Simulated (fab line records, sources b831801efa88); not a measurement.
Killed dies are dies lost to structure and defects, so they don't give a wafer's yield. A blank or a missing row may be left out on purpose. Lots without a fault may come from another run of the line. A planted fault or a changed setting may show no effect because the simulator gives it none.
Tool commonality check | flow gf180mcu | 13 lots, 45 wafers sampled

WHY IT WAS OPENED
At GF_VT_IMPLANT_OVL_MEAS_29 the reading VT_IMPLANT_02_OVL is flagged on 2 of 13 lots. Wafers without a fault read -0.1 nm, standard deviation 1.4.
Rule: a lot is flagged when every wafer of it that has a number lies more than 4 standard deviations from that mean, or none has a number. The other lots count as sound.

lot  | measured     | on         | VT_IMPLANT_02_OVL (nm), wafer by wafer | flag
L725 | day 6 21:51  | overlay-01 | -1.6 -2.9 -2.1                         |
L726 | day 7 06:34  | overlay-02 | 1.0 1.5 1.4                            |
L727 | day 7 09:24  | overlay-01 | 0.2 0.1 -1.8                           |
L728 | day 7 15:22  | overlay-01 | 1.0 1.1 2.2                            |
L735 | day 9 15:40  | overlay-01 | 177.9 177.0 176.9 176.9 175.6 176.0    | FLAGGED
L738 | day 10 08:48 | overlay-01 | 176.9 176.7 178.0 176.3 176.1 177.1    | FLAGGED
L739 | day 10 18:51 | overlay-01 | 0.8 0.3 -0.7                           |
L741 | day 11 06:25 | overlay-02 | 0.2 1.7 1.2                            |
L742 | day 11 11:12 | overlay-02 | 1.5 1.3 2.3                            |
L745 | day 12 08:00 | overlay-02 | -0.3 -0.5 0.8                          |
L746 | day 12 15:04 | overlay-01 | -1.9 -3.6 -1.6                         |
L747 | day 12 20:27 | overlay-02 | 1.2 1.0 0.8                            |
L748 | day 13 02:31 | overlay-02 | -0.4 -0.3 -0.7                         |
The numbers of the flagged lots are 176.8 nm on average: +176.9 nm against the usual, or +99 or more standard deviations.

WHICH TOOL RAN EACH LOT
The record holds 3 process steps before the reading, out of a route of 602 steps. In each cell: the tool, then ch and the chambers that the sampled wafers went through, then the start.
lot  | flag    | GF_VT_IMPLANT_STRIP_09               | GF_VT_IMPLANT_STRIP_20               | GF_VT_IMPLANT_EXPOSE_26
L725 |         | plasma_asher-04 ch 0,1, day 5 15:14  | plasma_asher-03 ch 0,1, day 6 06:23  | iline_stepper-01 ch 0, day 6 14:38
L726 |         | plasma_asher-04 ch 0,1, day 5 23:17  | plasma_asher-04 ch 0,1, day 6 15:01  | iline_stepper-02 ch 0, day 6 22:49
L727 |         | plasma_asher-04 ch 0,1, day 6 03:08  | plasma_asher-03 ch 0,1, day 6 18:20  | iline_stepper-01 ch 0, day 7 01:53
L728 |         | plasma_asher-03 ch 0,1, day 6 09:08  | plasma_asher-04 ch 0,1, day 6 23:53  | iline_stepper-01 ch 0, day 7 07:55
L735 | FLAGGED | plasma_asher-04 ch 0,1, day 8 05:32  | plasma_asher-02 ch 0,1, day 8 22:29  | iline_stepper-02 ch 0, day 9 07:20
L738 | FLAGGED | plasma_asher-03 ch 0,1, day 8 21:35  | plasma_asher-03 ch 0,1, day 9 14:56  | iline_stepper-02 ch 0, day 9 23:59
L739 |         | plasma_asher-03 ch 0,1, day 9 07:41  | plasma_asher-03 ch 0,1, day 10 00:41 | iline_stepper-01 ch 0, day 10 10:01
L741 |         | plasma_asher-02 ch 0,1, day 9 18:19  | plasma_asher-02 ch 0,1, day 10 12:40 | iline_stepper-01 ch 0, day 10 21:58
L742 |         | plasma_asher-04 ch 0,1, day 9 22:44  | plasma_asher-02 ch 0,1, day 10 17:08 | iline_stepper-01 ch 0, day 11 02:24
L745 |         | plasma_asher-03 ch 0,1, day 10 17:59 | plasma_asher-04 ch 0,1, day 11 12:23 | iline_stepper-01 ch 0, day 11 22:37
L746 |         | plasma_asher-04 ch 0,1, day 11 00:13 | plasma_asher-03 ch 0,1, day 11 19:10 | iline_stepper-01 ch 0, day 12 05:05
L747 |         | plasma_asher-04 ch 0,1, day 11 05:23 | plasma_asher-03 ch 0,1, day 12 00:35 | iline_stepper-01 ch 0, day 12 10:27
L748 |         | plasma_asher-03 ch 0,1, day 11 11:20 | plasma_asher-04 ch 0,1, day 12 06:44 | iline_stepper-01 ch 0, day 12 17:04
What these steps do:
- GF_VT_IMPLANT_STRIP_09: strips in O2/N2.
- GF_VT_IMPLANT_STRIP_20: strips in O2/N2.
- GF_VT_IMPLANT_EXPOSE_26: exposes mask LVPWELL HV AREA, target cd 860 nm.
- GF_VT_IMPLANT_OVL_MEAS_29

FLAGGED OVER TOTAL, TOOL BY TOOL (the gauges that took the reading come last)
step                      | tool             | lots run | flagged | share of the flagged lots | sound lots run after its first flagged lot
GF_VT_IMPLANT_STRIP_09    | plasma_asher-02  | 1        | 0       | none                      | -
GF_VT_IMPLANT_STRIP_09    | plasma_asher-03  | 5        | 1       | some                      | 3 (L739,L745,L748)
GF_VT_IMPLANT_STRIP_09    | plasma_asher-04  | 7        | 1       | some                      | 3 (L742,L746,L747)
GF_VT_IMPLANT_STRIP_20    | plasma_asher-02  | 3        | 1       | some                      | 2 (L741,L742)
GF_VT_IMPLANT_STRIP_20    | plasma_asher-03  | 6        | 1       | some                      | 3 (L739,L746,L747)
GF_VT_IMPLANT_STRIP_20    | plasma_asher-04  | 4        | 0       | none                      | -
GF_VT_IMPLANT_EXPOSE_26   | iline_stepper-01 | 10       | 0       | none                      | -
GF_VT_IMPLANT_EXPOSE_26   | iline_stepper-02 | 3        | 2       | all                       | 0
GF_VT_IMPLANT_OVL_MEAS_29 | overlay-01       | 7        | 2       | all                       | 2 (L739,L746)
GF_VT_IMPLANT_OVL_MEAS_29 | overlay-02       | 6        | 0       | none                      | -

WHAT THE TABLE ALLOWS
2 rows of the table ran every flagged lot: iline_stepper-02 at GF_VT_IMPLANT_EXPOSE_26, overlay-01 at GF_VT_IMPLANT_OVL_MEAS_29.
- iline_stepper-02 at GF_VT_IMPLANT_EXPOSE_26: 2 of its 3 lots flagged. Its last sound lot is L726 (day 6 22:49), its first flagged lot L735 (day 9 07:20): a fault that began between those two fits.
- overlay-01 at GF_VT_IMPLANT_OVL_MEAS_29: 2 of its 7 lots flagged. Sound lots ran on it after the first flagged one (L739, L746), which a lasting fault on the whole tool wouldn't allow.
One tool is left: iline_stepper-02 at GF_VT_IMPLANT_EXPOSE_26.

WHAT THE SIMULATOR HAD PUT IN
Scanner matching overlay: iline_stepper-02, from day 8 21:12 on, at GF_VT_IMPLANT_EXPOSE_26. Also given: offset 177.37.
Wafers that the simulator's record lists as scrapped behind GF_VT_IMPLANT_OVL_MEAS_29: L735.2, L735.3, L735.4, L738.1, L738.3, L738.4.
Lots struck among those shown: L735, L738. The rule above found the same.
